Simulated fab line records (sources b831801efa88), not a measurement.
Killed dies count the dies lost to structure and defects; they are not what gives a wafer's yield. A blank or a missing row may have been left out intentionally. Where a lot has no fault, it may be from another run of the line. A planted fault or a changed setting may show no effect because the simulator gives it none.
fab line records / flow gf180mcu
[record] lots = 6 wafers = 17 last_day = 34
route steps=602 shown V3@435
lots that met no fault: taken from a fault-free run of the same line
start_h: the number of hours between the record's first day and the start of the first shown wafer of the lot / wait_h: hours elapsed since this lot's preceding step / " as in the row above / L1.1+2: a single row standing in for several wafers / - value missing, or start not given / * or withheld: withheld / < > ~ a bound
route shown NAME@n: a module of which the file shows steps, and the number in the route of the first / usual: mean/standard deviation taken from wafers without a fault / same: alike in all rows / chamber/n: place in a boat / sites: readings site by site / _std_site: the values' standard deviation / _edge_site: outer sites' mean less inner sites' / radius_mm: how far each site lies from the wafer's centre / mask NAME#n: copy n / behind: the last tool/chamber to shape the wafer / hold: the reason the lot was held/the length of the hold in hours/how it ended / device: names the non-switching transistor (n, p or np) / end of line: the route-end tests of the same wafers / where a step has no rows: the recipe by itself / killed: dies that structure and defects cost at the first sort, which is not the same as the wafer's yield / map: a wafer's dies, x killed, . not, _ none there
set.NAME: the setting that was run; set.NAME@STEP: the one run at that earlier step / model.NAME: the simulator's own value behind a step, which no gauge read
certain route steps with their lots: each step a table, each wafer a row
services: the hour from which a tool's chamber was out of use, counted from the record's first day as start_h (under 0 if before that day), plus the number of hours and why
[[steps]]
[step GF_V3_DEHYDRATE_06]
[recipe] temp_c = 200 time_s = 60
[step GF_V3_HMDS_07]
[recipe] prime_time_s = 60 prime_temp_c = 120
[step GF_V3_COAT_08]
[recipe] resist = BARC temp_c = withheld time_s = withheld spin_rpm = withheld resist_thk_nm = withheld
[step GF_V3_COAT_09]
[recipe] resist = KrF spin_rpm = withheld resist_thk_nm = 1000
[step GF_V3_SOFTBAKE_10]
[recipe] temp_c = 130 time_s = 60 resist = KrF
[step GF_V3_EXPOSE_11]
[recipe] mask_id = Via3 target_cd_nm = 260 na = 0.68 source_shape = conventional sigma_outer = 0.6 dose_mj = 38.6
[step GF_V3_PEB_12]
[recipe] peb_temp_c = 135 peb_time_s = 90 resist = KrF
[step GF_V3_DEVELOP_13]
[recipe] develop_time_s = 60 resist = KrF dev_temp_c = 21
[step GF_V3_CD_MEAS_14]
[recipe] target_cd_nm = 260
[usual] cd_nm = 260.2/1.3
lot.wafer=L251.1 tool=cd_sem-01 chamber=- start_h=560.86 wait_h=0.1 cd_nm=259.8
lot.wafer=L251.3 tool=cd_sem-01 chamber=- start_h=560.86 wait_h=0.1 cd_nm=258.9
lot.wafer=L251.4 tool=cd_sem-01 chamber=- start_h=560.86 wait_h=0.1 cd_nm=259.6
lot.wafer=L256.2 tool=cd_sem-01 chamber=- start_h=593.81 wait_h=0.1 cd_nm=259.4
lot.wafer=L256.4 tool=cd_sem-01 chamber=- start_h=593.81 wait_h=0.1 cd_nm=260.1
lot.wafer=L256.5 tool=cd_sem-01 chamber=- start_h=593.81 wait_h=0.1 cd_nm=259.7
lot.wafer=L259.2 tool=cd_sem-02 chamber=- start_h=614.86 wait_h=0.1 cd_nm=259.6
lot.wafer=L259.4 tool=cd_sem-02 chamber=- start_h=614.86 wait_h=0.1 cd_nm=259.8
lot.wafer=L259.5 tool=cd_sem-02 chamber=- start_h=614.86 wait_h=0.1 cd_nm=261.1
lot.wafer=L260.1 tool=cd_sem-01 chamber=- start_h=620.16 wait_h=0.1 cd_nm=257.3
lot.wafer=L260.5 tool=cd_sem-01 chamber=- start_h=620.16 wait_h=0.1 cd_nm=258.7
lot.wafer=L264.2 tool=cd_sem-01 chamber=- start_h=649.38 wait_h=0.1 cd_nm=261.6
lot.wafer=L264.3 tool=cd_sem-01 chamber=- start_h=649.38 wait_h=0.1 cd_nm=262.2
lot.wafer=L264.5 tool=cd_sem-01 chamber=- start_h=649.38 wait_h=0.1 cd_nm=261.2
lot.wafer=L270.2 tool=cd_sem-02 chamber=- start_h=690.51 wait_h=0.1 cd_nm=258.4
lot.wafer=L270.5 tool=cd_sem-02 chamber=- start_h=690.51 wait_h=0.1 cd_nm=259.0
lot.wafer=L270.6 tool=cd_sem-02 chamber=- start_h=690.51 wait_h=0.1 cd_nm=258.4
[step GF_V3_OVL_MEAS_15]
[usual] V3_OVL = 3/5.2
lot.wafer=L251.1 tool=overlay-01 chamber=- start_h=560.98 wait_h=0.1 V3_OVL[nm]=1
lot.wafer=L251.3 tool=overlay-01 chamber=- start_h=560.98 wait_h=0.1 V3_OVL[nm]=6
lot.wafer=L251.4 tool=overlay-01 chamber=- start_h=560.98 wait_h=0.1 V3_OVL[nm]=6
lot.wafer=L256.2 tool=overlay-01 chamber=- start_h=593.91 wait_h=0.1 V3_OVL[nm]=15
lot.wafer=L256.4 tool=overlay-01 chamber=- start_h=593.91 wait_h=0.1 V3_OVL[nm]=10
lot.wafer=L256.5 tool=overlay-01 chamber=- start_h=593.91 wait_h=0.1 V3_OVL[nm]=7
lot.wafer=L259.2 tool=overlay-01 chamber=- start_h=614.96 wait_h=0.1 V3_OVL[nm]=9
lot.wafer=L259.4 tool=overlay-01 chamber=- start_h=614.96 wait_h=0.1 V3_OVL[nm]=-2
lot.wafer=L259.5 tool=overlay-01 chamber=- start_h=614.96 wait_h=0.1 V3_OVL[nm]=-6
lot.wafer=L260.1 tool=overlay-02 chamber=- start_h=620.28 wait_h=0.1 V3_OVL[nm]=7
lot.wafer=L260.5 tool=overlay-02 chamber=- start_h=620.28 wait_h=0.1 V3_OVL[nm]=15
lot.wafer=L264.2 tool=overlay-01 chamber=- start_h=649.48 wait_h=0.1 V3_OVL[nm]=5
lot.wafer=L264.3 tool=overlay-01 chamber=- start_h=649.48 wait_h=0.1 V3_OVL[nm]=11
lot.wafer=L264.5 tool=overlay-01 chamber=- start_h=649.48 wait_h=0.1 V3_OVL[nm]=3
lot.wafer=L270.2 tool=overlay-02 chamber=- start_h=690.61 wait_h=0.1 V3_OVL[nm]=10
lot.wafer=L270.5 tool=overlay-02 chamber=- start_h=690.61 wait_h=0.1 V3_OVL[nm]=3
lot.wafer=L270.6 tool=overlay-02 chamber=- start_h=690.61 wait_h=0.1 V3_OVL[nm]=1
[step GF_V3_ETCH_16]
[recipe] chemistry = N2/H2 target_depth_a = withheld overetch_a = withheld time_s = withheld target = BARC ion_energy_ev = 200 source_w = 500 bias_w = 100 pressure_mtorr = 30 n2_flow_sccm = 100 h2_flow_sccm = 200
[usual] drypump_motor_current_A = 6.0/0.43 oes_product_au = 0.855/0.0051 throttle_valve_pct = 13.226/0.0093
lot.wafer=L251.1 tool=rie_diel-03 chamber=0 start_h=561.01 wait_h=0.0 drypump_motor_current_A=6.6 oes_product_au=0.855 throttle_valve_pct=13.236
lot.wafer=L251.3 tool=rie_diel-03 chamber=2 start_h=561.01 wait_h=0.0 drypump_motor_current_A=6.4 oes_product_au=0.867 throttle_valve_pct=13.221
lot.wafer=L251.4 tool=rie_diel-03 chamber=3 start_h=561.01 wait_h=0.0 drypump_motor_current_A=5.8 oes_product_au=0.860 throttle_valve_pct=13.232
lot.wafer=L256.2 tool=rie_diel-02 chamber=3 start_h=593.94 wait_h=0.0 drypump_motor_current_A=5.3 oes_product_au=0.865 throttle_valve_pct=13.246
lot.wafer=L256.4 tool=rie_diel-02 chamber=1 start_h=593.94 wait_h=0.0 drypump_motor_current_A=5.9 oes_product_au=0.855 throttle_valve_pct=13.235
lot.wafer=L256.5 tool=rie_diel-02 chamber=3 start_h=593.94 wait_h=0.0 drypump_motor_current_A=5.4 oes_product_au=0.857 throttle_valve_pct=13.237
lot.wafer=L259.2 tool=rie_diel-04 chamber=2 start_h=614.99 wait_h=0.0 drypump_motor_current_A=6.3 oes_product_au=0.858 throttle_valve_pct=13.236
lot.wafer=L259.4 tool=rie_diel-04 chamber=1 start_h=614.99 wait_h=0.0 drypump_motor_current_A=5.2 oes_product_au=0.852 throttle_valve_pct=13.220
lot.wafer=L259.5 tool=rie_diel-04 chamber=0 start_h=614.99 wait_h=0.0 drypump_motor_current_A=6.0 oes_product_au=0.853 throttle_valve_pct=13.232
lot.wafer=L260.1 tool=rie_diel-03 chamber=2 start_h=620.31 wait_h=0.0 drypump_motor_current_A=6.4 oes_product_au=0.850 throttle_valve_pct=13.231
lot.wafer=L260.5 tool=rie_diel-03 chamber=3 start_h=620.31 wait_h=0.0 drypump_motor_current_A=5.8 oes_product_au=0.847 throttle_valve_pct=13.230
lot.wafer=L264.2 tool=rie_diel-04 chamber=2 start_h=649.51 wait_h=0.0 drypump_motor_current_A=6.3 oes_product_au=0.853 throttle_valve_pct=13.222
lot.wafer=L264.3 tool=rie_diel-04 chamber=1 start_h=649.51 wait_h=0.0 drypump_motor_current_A=5.3 oes_product_au=0.855 throttle_valve_pct=13.225
lot.wafer=L264.5 tool=rie_diel-04 chamber=0 start_h=649.51 wait_h=0.0 drypump_motor_current_A=6.0 oes_product_au=0.856 throttle_valve_pct=13.227
lot.wafer=L270.2 tool=rie_diel-04 chamber=0 start_h=690.64 wait_h=0.0 drypump_motor_current_A=6.0 oes_product_au=0.858 throttle_valve_pct=13.227
lot.wafer=L270.5 tool=rie_diel-04 chamber=2 start_h=690.64 wait_h=0.0 drypump_motor_current_A=6.3 oes_product_au=0.844 throttle_valve_pct=13.202
lot.wafer=L270.6 tool=rie_diel-04 chamber=1 start_h=690.64 wait_h=0.0 drypump_motor_current_A=5.3 oes_product_au=0.848 throttle_valve_pct=13.218
[step GF_V3_ETCH_17]
[recipe] chemistry = C4F8/O2/Ar mask_material = KrF target = SiO2 stop_on = TiN source_w = 1500 bias_w = 1200 pressure_mtorr = 40 c4f8_flow_sccm = withheld O2_flow_sccm = 6 Ar_flow_sccm = 300 time_s = withheld target_depth_a = 6350
[usual] oes_product_au = 0.856/0.0046
lot.wafer=L251.1 tool=rie_diel-03 chamber=0 start_h=- wait_h=- oes_product_au=0.854
lot.wafer=L251.3 tool=rie_diel-03 chamber=2 start_h=- wait_h=- oes_product_au=0.856
lot.wafer=L251.4 tool=rie_diel-03 chamber=3 start_h=- wait_h=- oes_product_au=0.864
lot.wafer=L256.2 tool=rie_diel-02 chamber=3 start_h=- wait_h=- oes_product_au=0.861
lot.wafer=L256.4 tool=rie_diel-02 chamber=1 start_h=- wait_h=- oes_product_au=0.854
lot.wafer=L256.5 tool=rie_diel-02 chamber=3 start_h=- wait_h=- oes_product_au=0.856
lot.wafer=L259.2 tool=rie_diel-04 chamber=2 start_h=- wait_h=- oes_product_au=0.859
lot.wafer=L259.4 tool=rie_diel-04 chamber=1 start_h=- wait_h=- oes_product_au=0.859
lot.wafer=L259.5 tool=rie_diel-04 chamber=0 start_h=- wait_h=- oes_product_au=0.859
lot.wafer=L260.1 tool=rie_diel-03 chamber=2 start_h=- wait_h=- oes_product_au=0.851
lot.wafer=L260.5 tool=rie_diel-03 chamber=3 start_h=- wait_h=- oes_product_au=0.856
lot.wafer=L264.2 tool=rie_diel-04 chamber=2 start_h=- wait_h=- oes_product_au=0.852
lot.wafer=L264.3 tool=rie_diel-04 chamber=1 start_h=- wait_h=- oes_product_au=0.855
lot.wafer=L264.5 tool=rie_diel-04 chamber=0 start_h=- wait_h=- oes_product_au=0.843
lot.wafer=L270.2 tool=rie_diel-04 chamber=0 start_h=- wait_h=- oes_product_au=0.849
lot.wafer=L270.5 tool=rie_diel-04 chamber=2 start_h=- wait_h=- oes_product_au=0.857
lot.wafer=L270.6 tool=rie_diel-04 chamber=1 start_h=- wait_h=- oes_product_au=0.855
[step GF_V3_STRIP_18]
[recipe] chemistry = O2/N2 power_w = 1400 pressure_mtorr = 1500 platen_temp_c = 250 o2_flow_sccm = 3000 n2_flow_sccm = 300 overash_fraction = 0.5
[usual] chamber_pressure_mTorr = 1500.2/1.4 drypump_motor_current_A = 5.34/0.28 heater_power_w = 309/24 oes_product_au = 0.592/0.0048
lot.wafer=L251.1 tool=plasma_asher-02 chamber=0 start_h=561.14 wait_h=- chamber_pressure_mTorr=1501.3 drypump_motor_current_A=5.61 heater_power_w=340 oes_product_au=0.598 rf_hours_counter_h=74
lot.wafer=L251.3 tool=plasma_asher-02 chamber=1 start_h=561.14 wait_h=- chamber_pressure_mTorr=1502.2 drypump_motor_current_A=4.95 heater_power_w=301 oes_product_au=0.594 rf_hours_counter_h=-
lot.wafer=L251.4 tool=plasma_asher-02 chamber=0 start_h=561.14 wait_h=- chamber_pressure_mTorr=1500.8 drypump_motor_current_A=5.62 heater_power_w=343 oes_product_au=0.599 rf_hours_counter_h=-
lot.wafer=L256.2 tool=plasma_asher-02 chamber=0 start_h=594.07 wait_h=- chamber_pressure_mTorr=1499.3 drypump_motor_current_A=5.59 heater_power_w=338 oes_product_au=0.593 rf_hours_counter_h=77
lot.wafer=L256.4 tool=plasma_asher-02 chamber=1 start_h=594.07 wait_h=- chamber_pressure_mTorr=1501.2 drypump_motor_current_A=4.96 heater_power_w=298 oes_product_au=0.585 rf_hours_counter_h=-
lot.wafer=L256.5 tool=plasma_asher-02 chamber=0 start_h=594.07 wait_h=- chamber_pressure_mTorr=1498.2 drypump_motor_current_A=5.58 heater_power_w=354 oes_product_au=0.595 rf_hours_counter_h=-
lot.wafer=L259.2 tool=plasma_asher-04 chamber=1 start_h=615.12 wait_h=- chamber_pressure_mTorr=- drypump_motor_current_A=- heater_power_w=- oes_product_au=- rf_hours_counter_h=-
lot.wafer=L259.4 tool=plasma_asher-04 chamber=0 start_h=615.12 wait_h=- chamber_pressure_mTorr=- drypump_motor_current_A=- heater_power_w=- oes_product_au=- rf_hours_counter_h=-
lot.wafer=L259.5 tool=plasma_asher-04 chamber=1 start_h=615.12 wait_h=- chamber_pressure_mTorr=- drypump_motor_current_A=- heater_power_w=- oes_product_au=- rf_hours_counter_h=-
lot.wafer=L260.1 tool=plasma_asher-02 chamber=0 start_h=620.44 wait_h=- chamber_pressure_mTorr=- drypump_motor_current_A=- heater_power_w=- oes_product_au=- rf_hours_counter_h=-
lot.wafer=L260.5 tool=plasma_asher-02 chamber=1 start_h=620.44 wait_h=- chamber_pressure_mTorr=- drypump_motor_current_A=- heater_power_w=- oes_product_au=- rf_hours_counter_h=-
lot.wafer=L264.2 tool=plasma_asher-02 chamber=0 start_h=649.64 wait_h=- chamber_pressure_mTorr=1499.1 drypump_motor_current_A=5.60 heater_power_w=347 oes_product_au=0.594 rf_hours_counter_h=83
lot.wafer=L264.3 tool=plasma_asher-02 chamber=1 start_h=649.64 wait_h=- chamber_pressure_mTorr=1501.9 drypump_motor_current_A=4.97 heater_power_w=294 oes_product_au=0.595 rf_hours_counter_h=-
lot.wafer=L264.5 tool=plasma_asher-02 chamber=1 start_h=649.64 wait_h=- chamber_pressure_mTorr=1498.8 drypump_motor_current_A=4.97 heater_power_w=302 oes_product_au=0.602 rf_hours_counter_h=-
lot.wafer=L270.2 tool=plasma_asher-04 chamber=0 start_h=690.77 wait_h=- chamber_pressure_mTorr=1498.6 drypump_motor_current_A=5.53 heater_power_w=286 oes_product_au=0.589 rf_hours_counter_h=61
lot.wafer=L270.5 tool=plasma_asher-04 chamber=1 start_h=690.77 wait_h=- chamber_pressure_mTorr=1499.3 drypump_motor_current_A=5.30 heater_power_w=302 oes_product_au=0.586 rf_hours_counter_h=-
lot.wafer=L270.6 tool=plasma_asher-04 chamber=0 start_h=690.77 wait_h=- chamber_pressure_mTorr=1501.8 drypump_motor_current_A=5.47 heater_power_w=273 oes_product_au=0.584 rf_hours_counter_h=-
[step GF_V3_STRIP_19]
[recipe] chemistry = post_etch_residue_remover time_s = 1200 temp_c = 72.5
[[services]]
tool=rie_diel-02 chamber=1 start_h=538.83 hours=3.5 kind=repair
tool=rie_diel-02 chamber=- start_h=556.08 hours=14.6 kind=pm
tool=plasma_asher-02 chamber=- start_h=557.60 hours=2.5 kind=repair
tool=plasma_asher-04 chamber=- start_h=560.22 hours=3.4 kind=repair
tool=rie_diel-03 chamber=2 start_h=564.04 hours=- kind=clean
tool=rie_diel-03 chamber=2 start_h=564.04 hours=20.1 kind=scheduled_down
tool=rie_diel-03 chamber=2 start_h=564.04 hours=20.1 kind=vent_cycle
tool=rie_diel-02 chamber=3 start_h=570.97 hours=18.2 kind=repair
tool=rie_diel-03 chamber=3 start_h=575.53 hours=1.7 kind=repair
tool=rie_diel-04 chamber=1 start_h=596.08 hours=4.1 kind=repair
tool=rie_diel-04 chamber=- start_h=597.62 hours=14.6 kind=pm
tool=rie_diel-04 chamber=3 start_h=628.05 hours=5.5 kind=repair
tool=rie_diel-02 chamber=- start_h=637.13 hours=0.1 kind=repair
tool=rie_diel-03 chamber=0 start_h=637.44 hours=3.4 kind=repair
tool=rie_diel-03 chamber=1 start_h=641.09 hours=4.4 kind=repair
tool=rie_diel-04 chamber=3 start_h=644.78 hours=4.0 kind=repair
tool=plasma_asher-04 chamber=- start_h=684.71 hours=2.4 kind=repair
[[key]]
[first_sign] step = GF_V3_STRIP_18 reading = tool_record direction = missing
effect none on later readings
met_at GF_V3_STRIP_18
struck_wafers L259.2,L259.4,L259.5,L260.1,L260.5
later_rows_left_out L259.2,L259.4,L259.5,L260.1,L260.5
sort_left_out L259.2,L259.4,L259.5,L260.1,L260.5
onset_between 594.07 615.12
[fault] kind = skipped_step_whole tool = plasma_asher-02,plasma_asher-04 chamber = - onset_h = 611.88 steps = GF_V3_STRIP_18 scope = struck_lots_only
// sort_left_out: the simulated sort isn't trusted on such a fault, so these wafers' sort isn't shown, and their yield isn't known
// later_rows_left_out: the simulator's readings of these wafers behind a module that went badly wrong aren't trusted and aren't shown, but for the sort
